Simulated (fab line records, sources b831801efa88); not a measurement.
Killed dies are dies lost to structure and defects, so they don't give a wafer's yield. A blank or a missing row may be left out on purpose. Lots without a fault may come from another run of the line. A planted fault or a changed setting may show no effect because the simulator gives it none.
A struck lot beside a sound one | flow sky130 | 18 steps out of a route of 708
Sound: wafers L658.2, L658.4, L658.6. Struck: wafer L652.6. (L652.1 of the same lot was not struck and is left out.) The cause comes at the end.
At each step with rows: each side's tool, then ch and its chambers, then its first start. Under that, the readings that differ: sound wafers | struck wafers | difference of the means | sigmas: that difference in standard deviations of wafers without a fault.
alike: readings whose means differ by less than 2 such deviations, and words and numbers that are the same on both sides. not compared: withheld readings, readings that some wafer has no value for, bounds like >300 that may hide the same value, and numbers for which the record gives no deviation and whose values overlap.
The two part at a step that has a row with sigmas, a row that says differs or no value, or rows on one side only. Numbers that don't overlap but have no deviation are shown without sigmas and don't part them. A reading that every wafer of one side lacks parts them only if that side has two wafers or more.

first, 3 steps without rows for these wafers: SKY_VIA2_EXPOSE_09 (exposes mask VIM2, target cd 200 nm); SKY_VIA2_PEB_10; SKY_VIA2_DEVELOP_11 (develop time 60 s).
SKY_VIA2_CD_MEAS_12: target cd 200 nm.
  sound on cd_sem-02, day 42 20:32; struck on cd_sem-02, day 40 10:17
  alike: cd_nm
SKY_VIA2_OVL_MEAS_13:
  sound on overlay-01, day 42 20:39; struck on overlay-02, day 40 10:24
  alike: VIA2_OVL
SKY_VIA2_ETCH_14: etches BARC in N2/H2, stops on SiO2, time 45.9 s, target depth 60 nm.
  sound on rie_diel-04 ch 0,2,3, day 42 20:41; struck on rie_diel-01 ch 1, day 40 10:26
  alike: drypump_motor_current_A, oes_product_au, throttle_valve_pct
  not compared: rf_hours_counter_h
SKY_VIA2_ETCH_15: etches SiO2 in C4F8/O2/Ar, stops on TiN, target depth 546 nm, time 84 s.
  sound on rie_diel-04 ch 0,2,3, day 42 20:43; struck on rie_diel-01 ch 1, day 40 10:30
  reading               | sound             | struck | difference | sigmas
  oes_product_au (a.u.) | 0.936 0.933 0.940 | 0.946  | +0.010     | +2
  not compared: rf_hours_counter_h
SKY_VIA2_STRIP_16: strips in O2/N2.
  sound on plasma_asher-03 ch 0,1, day 42 20:47; struck on plasma_asher-02 ch 1, day 40 10:36
  alike: drypump_motor_current_A, oes_product_au, strip_time_to_endpoint_s
  not compared: rf_hours_counter_h
then, 3 steps without rows for these wafers: SKY_VIA2_STRIP_17 (strips in post etch residue remover, time 1200 s); SKY_VIA2_CLEAN_18 (cleans in IPA, time 180 s); SKY_VIA2_CLEAN_19 (cleans in O3/DIW).
SKY_VIA2_SPUTTER_20: material TiN, target thk 20 nm, time 80 s.
  sound on pvd_sputter-02, day 42 21:25; struck on pvd_sputter-04, day 40 11:14
  alike: throttle_valve_pct
SKY_VIA2_CVD_21: deposits W, target thk 420 nm, time 126.4 s.
  sound on cvd_w-02 ch 0,1, day 42 21:29; struck on cvd_w-01 ch 0, day 40 11:17
  reading                            | sound             | struck | difference | sigmas
  heater_power_w (W)                 | 705 862 703       | 947    | +190       | +3
  model.W_of_VIA2_CVD_21.thk_nm (nm) | 414.2 416.8 422.1 | 278.7  | -139.0     |
  not compared: since_wet_clean_h
SKY_VIA2_RS_MEAS_22: measures by four-point-probe.
  sound on film_metro-03, day 42 21:38; struck on film_metro-03, day 40 11:43
  reading            | sound             | struck | difference | sigmas
  VIA2_W_RS (ohm/sq) | 0.277 0.275 0.271 | 0.413  | +0.139     | +32
  not compared: hold
SKY_VIA2_THK_MEAS_23: measures by xrf.
  sound on film_metro-03, day 42 21:44; struck on film_metro-03, day 40 14:33
  reading         | sound       | struck | difference | sigmas
  VIA2_W_THK (nm) | 402 407 415 | 278    | -130       | -18
  not compared: hold
SKY_VIA2_CMP_24: polishes, stops on SiO2, t overpolish 20 s, target thk 0 nm.
  sound on cmp-02 ch 0,1, day 42 21:47; struck on cmp-01 ch 0, day 40 19:49
  reading                | sound    | struck                   | difference                   | sigmas
  hold                   | - - -    | await_dispo/5.0h/release | no value on the sound wafers |
  time_to_endpoint_s (s) | 94 97 96 | 71                       | -25                          | -7
  alike: motor_current_A
SKY_METAL3_SPUTTER_00: material Ti, target thk 15 nm, time 10 s.
  sound on pvd_sputter-04, day 42 22:05; struck on pvd_sputter-01, day 40 19:58
  alike: throttle_valve_pct
SKY_PAD_OPEN_PROBE_99:
  the record has rows for the sound wafers here (prober-02, day 50 19:10) and none for the struck ones

WHERE THEY PART
First at SKY_VIA2_ETCH_15; last, within this record, at SKY_PAD_OPEN_PROBE_99.

WHY: what the simulator had put in
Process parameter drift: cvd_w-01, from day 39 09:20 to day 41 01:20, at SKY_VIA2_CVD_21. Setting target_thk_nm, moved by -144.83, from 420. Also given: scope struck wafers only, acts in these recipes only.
